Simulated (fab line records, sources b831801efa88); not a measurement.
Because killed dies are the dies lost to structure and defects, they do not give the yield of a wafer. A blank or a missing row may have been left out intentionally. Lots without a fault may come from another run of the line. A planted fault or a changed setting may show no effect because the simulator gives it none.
fab line records ; flow sky130
record lots=11; wafers=33; last_day=50
route steps=708 shown LDD_N@246 LI_CONTACT@382 LOCAL_INTERCONNECT@398 CONTACT@431
lots that met no fault: from a run of the same line without faults
start_h: hours from the record's first day to the start of the lot's first wafer shown ; wait_h: how many hours have passed since the lot's step before this one ; " repeats the value in the row above ; L1.1+2: a single row standing in for several wafers ; - value missing, or start not given ; * or withheld: withheld ; < > ~ a bound
route shown NAME@n: a module of which the file shows steps, and the number in the route of the first ; usual: the fault-free wafers' mean and standard deviation ; same: alike in all rows ; chamber/n: place in a boat ; sites: per-site readings ; _std_site: standard deviation of those values ; _edge_site: inner sites' mean taken away from outer sites' mean ; radius_mm: how far each site lies from the wafer's centre ; mask NAME#n: copy n ; behind: the last tool/chamber to shape the wafer ; hold: the reason the lot was held/the length of the hold in hours/how it ended ; device: the transistor (n, p or np) that didn't switch ; end of line: the route-end tests of the same wafers ; for a step that has no rows: nothing shown but its recipe ; killed: at the first sort, the dies lost to defects and structure; wafer yield is something else ; map: shows each die of a wafer: x if killed, . if not, _ if none is there
set.NAME: the setting that was run; set.NAME@STEP: the one run at that earlier step ; model.NAME: the simulator's own value behind a step, which no gauge read
the route's steps for a sample of lots (tables are steps, rows are wafers)
services: when a tool's chamber went out of use (start_h, in hours from the record's first day, below 0 if earlier), for how many hours, and the reason
## steps
# step SKY_LDD_N_IMPLANT_09
# recipe species=As; energy_kev=20; dose_cm2=7.5e+13; tilt_deg=withheld; rotation_deg=113
# usual beam_on_s=10.01/0.19; dose_ions_cm2=7.5e+13/8.3e+10; faraday_current_uA=422/8; rotation_deg=113.00/0.026
lot.wafer;tool;chamber;start_h;wait_h;beam_on_s;dose_ions_cm2;faraday_current_uA;rotation_deg
L269.3;implanter-01;0;423.82;0.1;10.28;7.524e+13;411;112.99
L269.4;implanter-01;0;423.82;0.1;10.12;7.512e+13;419;112.97
L269.5;implanter-01;0;423.82;0.1;10.17;7.508e+13;415;112.98
L271.4;implanter-01;0;443.69;0.1;10.13;7.504e+13;419;112.97
L271.5;implanter-01;0;443.69;0.1;9.97;7.495e+13;423;113.00
L271.6;implanter-01;0;443.69;0.1;10.35;7.504e+13;410;113.04
L274.1;implanter-01;0;455.29;0.1;10.19;7.497e+13;415;113.01
L274.3;implanter-01;0;455.29;0.1;9.56;7.51e+13;442;112.99
L274.6;implanter-01;0;455.29;0.1;9.62;7.49e+13;441;112.99
L275.2;implanter-01;0;467.81;0.1;9.97;7.498e+13;425;113.01
L275.5;implanter-01;0;467.81;0.1;9.75;7.493e+13;435;113.04
L275.6;implanter-01;0;467.81;0.1;10.15;7.495e+13;416;113.00
L277.1;implanter-01;0;486.59;0.1;9.90;3.054e+13;175;112.99
L277.5;implanter-01;0;486.59;0.1;9.59;3.06e+13;179;113.05
L277.6;implanter-01;0;486.59;0.1;9.72;3.055e+13;177;113.05
L278.2;implanter-02;0;494.26;0.1;10.11;7.507e+13;420;113.00
L278.3;implanter-02;0;494.26;0.1;10.03;7.5e+13;422;113.01
L278.5;implanter-02;0;494.26;0.1;10.08;7.505e+13;418;112.97
L279.3;implanter-01;0;499.26;0.1;9.86;3.061e+13;176;112.99
L279.4;implanter-01;0;499.26;0.1;10.00;3.068e+13;172;112.98
L279.6;implanter-01;0;499.26;0.1;10.24;3.056e+13;168;113.01
L288.2;implanter-02;0;572.71;0.1;10.04;7.499e+13;422;113.00
L288.3;implanter-02;0;572.71;0.1;9.80;7.494e+13;431;113.05
L288.6;implanter-02;0;572.71;0.1;10.10;7.486e+13;419;113.03
L289.2;implanter-01;0;577.51;0.1;9.97;7.503e+13;422;113.01
L289.5;implanter-01;0;577.51;0.1;10.11;7.5e+13;417;113.00
L289.6;implanter-01;0;577.51;0.1;9.82;7.504e+13;432;113.01
L290.2;implanter-04;0;593.84;0.1;9.57;7.499e+13;440;112.96
L290.4;implanter-04;0;593.84;0.1;10.29;7.489e+13;410;112.98
L290.5;implanter-04;0;593.84;0.1;10.21;7.502e+13;414;112.95
L291.3;implanter-04;0;597.41;0.1;10.40;7.503e+13;406;113.00
L291.4;implanter-04;0;597.41;0.1;10.12;7.493e+13;419;113.02
L291.5;implanter-04;0;597.41;0.1;10.17;7.503e+13;415;113.05
# step SKY_LDD_N_STRIP_16
# recipe chemistry=O2/N2; power_w=1400; pressure_mtorr=1500; platen_temp_c=withheld; o2_flow_sccm=3000; n2_flow_sccm=300; overash_fraction=0.5
# usual drypump_motor_current_A=5.8/0.6; oes_product_au=0.406/0.0045; strip_time_to_endpoint_s=4.315/0.012
lot.wafer;tool;chamber;start_h;wait_h;drypump_motor_current_A;oes_product_au;rf_hours_counter_h;strip_time_to_endpoint_s
L269.3;plasma_asher-04;0;424.85;0.1;5.7;0.406;-;4.298
L269.4;plasma_asher-04;1;424.85;0.1;6.0;0.404;-;4.311
L269.5;plasma_asher-04;0;424.85;0.1;5.7;0.409;-;4.292
L271.4;plasma_asher-04;0;444.70;0.1;5.8;0.407;-;4.307
L271.5;plasma_asher-04;0;444.70;0.1;5.8;0.400;-;4.315
L271.6;plasma_asher-04;1;444.70;0.1;6.0;0.406;-;4.312
L274.1;plasma_asher-03;0;456.34;0.1;4.9;0.404;34;4.310
L274.3;plasma_asher-03;1;456.34;0.1;6.3;0.408;-;4.327
L274.6;plasma_asher-03;0;456.34;0.1;4.9;0.408;-;4.323
L275.2;plasma_asher-01;0;468.84;0.1;6.4;0.406;77;4.329
L275.5;plasma_asher-01;0;468.84;0.1;6.4;0.412;-;4.310
L275.6;plasma_asher-01;1;468.84;0.1;5.6;0.414;-;4.341
L277.1;plasma_asher-01;0;487.64;0.1;6.4;0.410;79;4.188
L277.5;plasma_asher-01;0;487.64;0.1;6.4;0.401;-;4.195
L277.6;plasma_asher-01;1;487.64;0.1;5.6;0.412;-;4.207
L278.2;plasma_asher-03;0;495.29;0.1;4.9;0.399;38;4.341
L278.3;plasma_asher-03;0;495.29;0.1;4.9;0.403;-;4.321
L278.5;plasma_asher-03;0;495.29;0.1;4.9;0.405;-;4.317
L279.3;plasma_asher-03;1;500.30;0.1;6.3;0.400;-;4.199
L279.4;plasma_asher-03;0;500.30;0.1;4.9;0.403;-;4.206
L279.6;plasma_asher-03;1;500.30;0.1;6.3;0.408;-;4.207
L288.2;plasma_asher-04;1;573.74;0.1;5.9;0.411;75;4.320
L288.3;plasma_asher-04;1;573.74;0.1;6.0;0.416;-;4.285
L288.6;plasma_asher-04;1;573.74;0.1;6.0;0.412;-;4.293
L289.2;plasma_asher-04;0;578.54;0.1;5.8;0.403;75;4.316
L289.5;plasma_asher-04;1;578.54;0.1;6.0;0.408;-;4.313
L289.6;plasma_asher-04;0;578.54;0.1;5.7;0.405;-;4.301
L290.2;plasma_asher-03;1;594.86;0.1;6.3;0.403;47;4.321
L290.4;plasma_asher-03;1;594.86;0.1;6.3;0.405;-;4.309
L290.5;plasma_asher-03;0;594.86;0.1;4.9;0.400;-;4.310
L291.3;plasma_asher-03;1;598.45;0.1;6.3;0.400;-;4.309
L291.4;plasma_asher-03;0;598.45;0.1;4.9;0.402;-;4.328
L291.5;plasma_asher-03;1;598.45;0.1;6.4;0.412;-;4.323
# step SKY_LDD_N_TW_MEAS_17
# usual LDD_N_TW=2602/15
lot.wafer;tool;chamber;start_h;wait_h;LDD_N_TW
L269.3;film_metro-03;-;424.94;0.1;2615
L269.4;film_metro-03;-;424.94;0.1;2628
L269.5;film_metro-03;-;424.94;0.1;2603
L271.4;film_metro-01;-;444.80;0.1;2607
L271.5;film_metro-01;-;444.80;0.1;2606
L271.6;film_metro-01;-;444.80;0.1;2625
L274.1;film_metro-03;-;456.44;0.1;2618
L274.3;film_metro-03;-;456.44;0.1;2620
L274.6;film_metro-03;-;456.44;0.1;2608
L275.2;film_metro-03;-;468.95;0.1;2619
L275.5;film_metro-03;-;468.95;0.1;2623
L275.6;film_metro-03;-;468.95;0.1;2609
L277.1;film_metro-01;-;487.74;0.1;2524
L277.5;film_metro-01;-;487.74;0.1;2533
L277.6;film_metro-01;-;487.74;0.1;2524
L278.2;film_metro-01;-;495.40;0.1;2601
L278.3;film_metro-01;-;495.40;0.1;2598
L278.5;film_metro-01;-;495.40;0.1;2609
L279.3;film_metro-01;-;500.38;0.1;2524
L279.4;film_metro-01;-;500.38;0.1;2514
L279.6;film_metro-01;-;500.38;0.1;2532
L288.2;film_metro-01;-;573.85;0.1;2611
L288.3;film_metro-01;-;573.85;0.1;2612
L288.6;film_metro-01;-;573.85;0.1;2605
L289.2;film_metro-03;-;578.65;0.1;2587
L289.5;film_metro-03;-;578.65;0.1;2596
L289.6;film_metro-03;-;578.65;0.1;2598
L290.2;film_metro-03;-;594.97;0.1;2589
L290.4;film_metro-03;-;594.97;0.1;2587
L290.5;film_metro-03;-;594.97;0.1;2584
L291.3;film_metro-04;-;598.53;0.1;2615
L291.4;film_metro-04;-;598.53;0.1;2600
L291.5;film_metro-04;-;598.53;0.1;2597
# step SKY_LI_CONTACT_SPUTTER_20
# recipe material=TiN; target_thk_nm=20; chamber_pressure_pa=5; power_w=4000; time_s=80
# usual chamber_pressure_pa=4.999/0.0099; throttle_valve_pct=30.4/1.1
lot.wafer;tool;chamber;start_h;wait_h;chamber_pressure_pa;throttle_valve_pct
L269.3;pvd_sputter-03;-;696.32;0.0;4.971;30.8
L269.4;pvd_sputter-03;-;696.32;0.0;4.996;28.3
L269.5;pvd_sputter-03;-;696.32;0.0;4.990;28.7
L271.4;pvd_sputter-02;-;716.08;0.0;4.993;29.1
L271.5;pvd_sputter-02;-;716.08;0.0;5.003;29.1
L271.6;pvd_sputter-02;-;716.08;0.0;5.000;31.5
L274.1;pvd_sputter-03;-;724.61;0.0;4.999;30.6
L274.3;pvd_sputter-03;-;724.61;0.0;5.001;30.7
L274.6;pvd_sputter-03;-;724.61;0.0;5.001;30.7
L275.2;pvd_sputter-03;-;735.23;0.0;4.995;30.3
L275.5;pvd_sputter-03;-;735.23;0.0;4.994;30.1
L275.6;pvd_sputter-03;-;735.23;0.0;5.015;30.5
L277.1;pvd_sputter-03;-;753.91;0.0;4.997;30.4
L277.5;pvd_sputter-03;-;753.91;0.0;4.995;28.3
L277.6;pvd_sputter-03;-;753.91;0.0;4.994;30.3
L278.2;pvd_sputter-04;-;758.91;0.0;4.997;30.4
L278.3;pvd_sputter-04;-;758.91;0.0;5.004;30.6
L278.5;pvd_sputter-04;-;758.91;0.0;4.990;29.8
L279.3;pvd_sputter-02;-;763.41;0.0;5.002;29.2
L279.4;pvd_sputter-02;-;763.41;0.0;5.004;32.0
L279.6;pvd_sputter-02;-;763.41;0.0;4.991;31.1
L288.2;pvd_sputter-03;-;829.39;0.0;5.000;28.6
L288.3;pvd_sputter-03;-;829.39;0.0;5.026;30.2
L288.6;pvd_sputter-03;-;829.39;0.0;4.983;30.9
L289.2;pvd_sputter-03;-;831.86;0.0;5.009;28.3
L289.5;pvd_sputter-03;-;831.86;0.0;4.986;28.7
L289.6;pvd_sputter-03;-;831.86;0.0;4.987;30.7
L290.2;pvd_sputter-02;-;847.59;0.0;4.996;31.4
L290.4;pvd_sputter-02;-;847.59;0.0;4.999;31.8
L290.5;pvd_sputter-02;-;847.59;0.0;4.987;32.0
L291.3;pvd_sputter-02;-;851.54;0.0;4.993;32.0
L291.4;pvd_sputter-02;-;851.54;0.0;5.003;29.0
L291.5;pvd_sputter-02;-;851.54;0.0;5.007;31.7
# step SKY_LOCAL_INTERCONNECT_CD_MEAS_11
# recipe target_cd_nm=170
# usual cd_nm=169.8/1.6
lot.wafer;tool;chamber;start_h;wait_h;cd_nm
L269.3;cd_sem-02;-;725.48;-;168.1
L269.4;cd_sem-02;-;725.48;-;168.2
L269.5;cd_sem-02;-;725.48;-;169.8
L271.4;cd_sem-01;-;744.35;-;168.0
L271.5;cd_sem-01;-;744.35;-;168.0
L271.6;cd_sem-01;-;744.35;-;167.8
L274.1;cd_sem-01;-;752.90;-;170.3
L274.3;cd_sem-01;-;752.90;-;170.2
L274.6;cd_sem-01;-;752.90;-;169.8
L275.2;cd_sem-01;-;763.30;-;169.4
L275.5;cd_sem-01;-;763.30;-;169.1
L275.6;cd_sem-01;-;763.30;-;169.9
L277.1;cd_sem-02;-;781.49;-;170.9
L277.5;cd_sem-02;-;781.49;-;172.3
L277.6;cd_sem-02;-;781.49;-;171.5
L278.2;cd_sem-01;-;786.57;-;168.5
L278.3;cd_sem-01;-;786.57;-;168.8
L278.5;cd_sem-01;-;786.57;-;169.0
L279.3;cd_sem-02;-;791.32;-;171.8
L279.4;cd_sem-02;-;791.32;-;170.2
L279.6;cd_sem-02;-;791.32;-;171.8
L288.2;cd_sem-02;-;857.25;-;166.2
L288.3;cd_sem-02;-;857.25;-;168.8
L288.6;cd_sem-02;-;857.25;-;168.8
L289.2;cd_sem-01;-;858.87;-;172.9
L289.5;cd_sem-01;-;858.87;-;173.2
L289.6;cd_sem-01;-;858.87;-;172.3
L290.2;cd_sem-02;-;875.57;-;169.3
L290.4;cd_sem-02;-;875.57;-;168.7
L290.5;cd_sem-02;-;875.57;-;169.7
L291.3;cd_sem-02;-;879.09;-;172.1
L291.4;cd_sem-02;-;879.09;-;170.4
L291.5;cd_sem-02;-;879.09;-;170.5
# step SKY_CONTACT_RS_MEAS_25
# recipe thk_meas_gauge=four-point-probe; reads=W_of_CONTACT_CVD_24+TiN_of_CONTACT_SPUTTER_23
# usual CONTACT_W_RS=0.338/0.0036
lot.wafer;tool;chamber;start_h;wait_h;CONTACT_W_RS[ohm/sq]
L269.3;film_metro-03;-;755.49;0.1;0.341
L269.4;film_metro-03;-;755.49;0.1;0.344
L269.5;film_metro-03;-;755.49;0.1;0.345
L271.4;film_metro-03;-;774.01;0.1;0.339
L271.5;film_metro-03;-;774.01;0.1;0.340
L271.6;film_metro-03;-;774.01;0.1;0.338
L274.1;film_metro-04;-;782.33;0.2;0.342
L274.3;film_metro-04;-;782.33;0.2;0.345
L274.6;film_metro-04;-;782.33;0.2;0.345
L275.2;film_metro-01;-;792.86;0.1;0.338
L275.5;film_metro-01;-;792.86;0.1;0.344
L275.6;film_metro-01;-;792.86;0.1;0.340
L277.1;film_metro-04;-;809.80;0.1;0.339
L277.5;film_metro-04;-;809.80;0.1;0.339
L277.6;film_metro-04;-;809.80;0.1;0.338
L278.2;film_metro-04;-;815.50;0.2;0.337
L278.3;film_metro-04;-;815.50;0.2;0.341
L278.5;film_metro-04;-;815.50;0.2;0.339
L279.3;film_metro-01;-;821.02;0.2;0.335
L279.4;film_metro-01;-;821.02;0.2;0.338
L279.6;film_metro-01;-;821.02;0.2;0.337
L288.2;film_metro-01;-;886.10;0.1;0.337
L288.3;film_metro-01;-;886.10;0.1;0.334
L288.6;film_metro-01;-;886.10;0.1;0.337
L289.2;film_metro-03;-;887.89;0.1;0.333
L289.5;film_metro-03;-;887.89;0.1;0.338
L289.6;film_metro-03;-;887.89;0.1;0.336
L290.2;film_metro-01;-;904.06;0.1;0.333
L290.4;film_metro-01;-;904.06;0.1;0.338
L290.5;film_metro-01;-;904.06;0.1;0.335
L291.3;film_metro-04;-;907.26;0.1;0.332
L291.4;film_metro-04;-;907.26;0.1;0.337
L291.5;film_metro-04;-;907.26;0.1;0.338
## services
tool;chamber;start_h;hours;kind
pvd_sputter-02;-;414.67;4.6;repair
implanter-04;-;421.08;4.0;pm
implanter-02;-;422.42;3.4;repair
pvd_sputter-02;-;432.08;11.8;repair
implanter-01;-;432.44;3.0;pm
pvd_sputter-03;-;494.22;1.5;repair
implanter-01;-;502.54;2.8;repair
implanter-02;-;538.73;4.0;pm
implanter-01;-;552.13;5.5;repair
pvd_sputter-02;-;561.26;2.2;repair
pvd_sputter-02;-;570.58;2.2;repair
pvd_sputter-02;-;573.11;37.7;repair
plasma_asher-03;-;585.74;2.3;repair
pvd_sputter-03;-;601.23;1.0;repair
plasma_asher-03;-;631.27;15.2;pm
pvd_sputter-02;-;635.14;3.0;repair
implanter-01;-;671.43;41.6;pm
pvd_sputter-03;-;686.24;1.0;repair
pvd_sputter-03;-;736.96;16.1;repair
pvd_sputter-02;-;744.63;0.5;repair
implanter-01;-;747.89;4.7;pm
plasma_asher-03;-;799.25;2.8;pm
plasma_asher-04;-;813.30;14.6;pm
implanter-01;-;833.21;1.2;repair
## key
first_sign step=SKY_LDD_N_IMPLANT_09; reading=dose_ions_cm2; direction=down; sigmas=99+; usual=*; struck=*
effect step=SKY_LDD_N_IMPLANT_09; reading=faraday_current_uA; direction=down; sigmas=31; usual=422; struck=174
effect step=SKY_LDD_N_STRIP_16; reading=strip_time_to_endpoint_s; direction=down; sigmas=9.3; usual=*; struck=*
effect step=SKY_LDD_N_TW_MEAS_17; reading=LDD_N_TW; direction=down; sigmas=5.2; usual=2602; struck=2525
met_at SKY_LDD_N_IMPLANT_09
struck_lots L277,L279
tester_left_out L277,L279
not_acting_at SKY_LI_CONTACT_SPUTTER_20,SKY_LOCAL_INTERCONNECT_CD_MEAS_11,SKY_CONTACT_RS_MEAS_25
onset_between 467.81 486.59
fault kind=process_parameter_drift; tool=implanter-01; chamber=-; onset_h=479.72; steps=SKY_LDD_N_IMPLANT_09; channel=dose_cm2; offset=*; shape=step; end_h=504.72; acts_in=*; stated=*
# tester_left_out: of these lots the tester's yield and bins aren't shown, on N5 and GAA mostly nor the transistor test; their killed dies are dies lost to structure and defects alone, not to doping, threshold or leakage, so they don't give the yield
